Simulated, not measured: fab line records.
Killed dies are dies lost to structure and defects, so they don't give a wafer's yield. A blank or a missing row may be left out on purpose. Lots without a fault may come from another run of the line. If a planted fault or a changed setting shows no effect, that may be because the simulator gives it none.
Tool commonality check + flow gf180mcu + 13 lots, 40 wafers sampled

## WHY THIS WAS OPENED
GF_V5_THK_MEAS_03, reading V5_CVD_02_THK: flagged on 1 of 13 lots. Fault-free wafers read 1451 nm, with a standard deviation of 18.
Rule: a lot gets a flag if all its wafers with a number sit over 4 standard deviations from that mean, or if no wafer of it has a number. As for the other lots, they are considered sound.

| lot  | measured     | on            | V5_CVD_02_THK (nm), wafer by wafer | flag    |
|------|--------------|---------------|------------------------------------|---------|
| L277 | day 26 02:43 | film-metro-04 | 1429 1451 1467                     |         |
| L278 | day 26 12:41 | film-metro-01 | 1451 1464 1450                     |         |
| L279 | day 27 04:41 | film-metro-01 | 1444 1466 1448                     |         |
| L280 | day 27 14:30 | film-metro-02 | 1449 1462 1467                     |         |
| L281 | day 27 15:18 | film-metro-01 | 1411 1444 1452                     |         |
| L286 | day 29 01:04 | film-metro-04 | 939 947 939 948                    | FLAGGED |
| L292 | day 31 00:59 | film-metro-04 | 1442 1440 1455                     |         |
| L295 | day 31 13:16 | film-metro-01 | 1433 1439 1465                     |         |
| L296 | day 31 20:45 | film-metro-01 | 1437 1450 1449                     |         |
| L297 | day 32 01:20 | film-metro-02 | 1434 1444 1472                     |         |
| L298 | day 32 10:02 | film-metro-01 | 1437 1473 1478                     |         |
| L299 | day 32 16:48 | film-metro-02 | 1444 1489 1477                     |         |
| L300 | day 32 18:14 | film-metro-04 | 1441 1441 1460                     |         |
The numbers of the flagged lots are 943 nm on average: -508 nm against the usual, or -28 standard deviations.

## TOOL THAT RAN EACH LOT
The record holds 3 process steps before the reading, out of a route of 602 steps. In each cell: the tool, then ch and the chambers that the sampled wafers went through, then the start.
| lot  | flag    | GF_MIM_SPUTTER_00            | GF_MIM_SPUTTER_04            | GF_V5_CVD_02                    |
|------|---------|------------------------------|------------------------------|---------------------------------|
| L277 |         | pvd-sputter-03, day 24 05:38 | pvd-sputter-03, day 24 05:49 | pecvd-04 ch 0,1, day 26 02:32   |
| L278 |         | pvd-sputter-03, day 24 15:46 | pvd-sputter-03, day 24 15:56 | pecvd-04 ch 0,2, day 26 12:31   |
| L279 |         | pvd-sputter-03, day 25 09:28 | pvd-sputter-03, day 25 09:38 | pecvd-01 ch 0,2, day 27 04:25   |
| L280 |         | pvd-sputter-03, day 25 18:43 | pvd-sputter-03, day 25 18:53 | pecvd-02 ch 0,2, day 27 14:23   |
| L281 |         | pvd-sputter-03, day 25 21:06 | pvd-sputter-03, day 25 21:17 | pecvd-04 ch 1,2, day 27 15:11   |
| L286 | FLAGGED | pvd-sputter-03, day 27 08:36 | pvd-sputter-03, day 27 08:47 | pecvd-02 ch 0,2, day 29 00:54   |
| L292 |         | pvd-sputter-01, day 29 09:52 | pvd-sputter-01, day 29 10:02 | pecvd-01 ch 1,2, day 31 00:52   |
| L295 |         | pvd-sputter-01, day 29 23:02 | pvd-sputter-01, day 29 23:13 | pecvd-04 ch 1,2, day 31 13:08   |
| L296 |         | pvd-sputter-03, day 30 07:45 | pvd-sputter-03, day 30 07:56 | pecvd-04 ch 1,2, day 31 20:38   |
| L297 |         | pvd-sputter-04, day 30 12:19 | pvd-sputter-04, day 30 12:29 | pecvd-01 ch 0,1, day 32 01:13   |
| L298 |         | pvd-sputter-01, day 30 22:03 | pvd-sputter-01, day 30 22:14 | pecvd-04 ch 0,1, day 32 09:56   |
| L299 |         | pvd-sputter-01, day 31 05:40 | pvd-sputter-01, day 31 05:50 | pecvd-04 ch 0,1,2, day 32 16:41 |
| L300 |         | pvd-sputter-03, day 31 07:10 | pvd-sputter-03, day 31 07:20 | pecvd-01 ch 0,1,2, day 32 18:07 |
What is done by these steps:
- GF_MIM_SPUTTER_00: material Ti, target thk 37.5 nm, time 150 s.
- GF_MIM_SPUTTER_04: material TiN, target thk 50 nm, time 41.7 s.
- GF_V5_CVD_02: deposits SiO2 from TEOS, target thk 1450 nm, time 163.28 s.
- GF_V5_THK_MEAS_03

## FLAGGED OVER TOTAL, TOOL BY TOOL (the gauges that took the reading come last)
| step              | tool           | lots run | flagged | share of the flagged lots | sound lots run after its first flagged lot |
|-------------------|----------------|----------|---------|---------------------------|--------------------------------------------|
| GF_MIM_SPUTTER_00 | pvd-sputter-01 | 4        | 0       | none                      | -                                          |
| GF_MIM_SPUTTER_00 | pvd-sputter-03 | 8        | 1       | all                       | 2 (L296,L300)                              |
| GF_MIM_SPUTTER_00 | pvd-sputter-04 | 1        | 0       | none                      | -                                          |
| GF_MIM_SPUTTER_04 | pvd-sputter-01 | 4        | 0       | none                      | -                                          |
| GF_MIM_SPUTTER_04 | pvd-sputter-03 | 8        | 1       | all                       | 2 (L296,L300)                              |
| GF_MIM_SPUTTER_04 | pvd-sputter-04 | 1        | 0       | none                      | -                                          |
| GF_V5_CVD_02      | pecvd-01       | 4        | 0       | none                      | -                                          |
| GF_V5_CVD_02      | pecvd-02       | 2        | 1       | all                       | 0                                          |
| GF_V5_CVD_02      | pecvd-04       | 7        | 0       | none                      | -                                          |
| GF_V5_THK_MEAS_03 | film-metro-01  | 6        | 0       | none                      | -                                          |
| GF_V5_THK_MEAS_03 | film-metro-02  | 3        | 0       | none                      | -                                          |
| GF_V5_THK_MEAS_03 | film-metro-04  | 4        | 1       | all                       | 2 (L292,L300)                              |

## THE TABLE: WHAT IT ALLOWS
4 rows of the table ran every flagged lot: pvd-sputter-03 at GF_MIM_SPUTTER_00, pvd-sputter-03 at GF_MIM_SPUTTER_04, pecvd-02 at GF_V5_CVD_02, film-metro-04 at GF_V5_THK_MEAS_03.
- pvd-sputter-03 at GF_MIM_SPUTTER_00 ran 8 lots, 1 of them flagged. Sound lots followed the first flagged one (L296, L300) on it, something a lasting fault affecting the whole tool could not allow.
- pvd-sputter-03 at GF_MIM_SPUTTER_04 ran 8 lots, 1 of them flagged. Sound lots followed the first flagged one (L296, L300) on it, something a lasting fault affecting the whole tool could not allow.
- pecvd-02 at GF_V5_CVD_02 ran 2 lots, 1 of them flagged. Last sound lot L280 at day 27 14:23, first flagged lot L286 at day 29 00:54; a fault beginning in between fits.
- film-metro-04 at GF_V5_THK_MEAS_03 ran 4 lots, 1 of them flagged. Sound lots followed the first flagged one (L292, L300) on it, something a lasting fault affecting the whole tool could not allow.
Just one tool remains: pecvd-02 at GF_V5_CVD_02.

## WHAT THE SIMULATOR HAD PUT IN
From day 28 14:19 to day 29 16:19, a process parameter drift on pecvd-02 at GF_V5_CVD_02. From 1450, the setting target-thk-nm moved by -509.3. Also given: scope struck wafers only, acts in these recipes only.
Shown lots that were struck: L286. This agrees with what the rule above found.
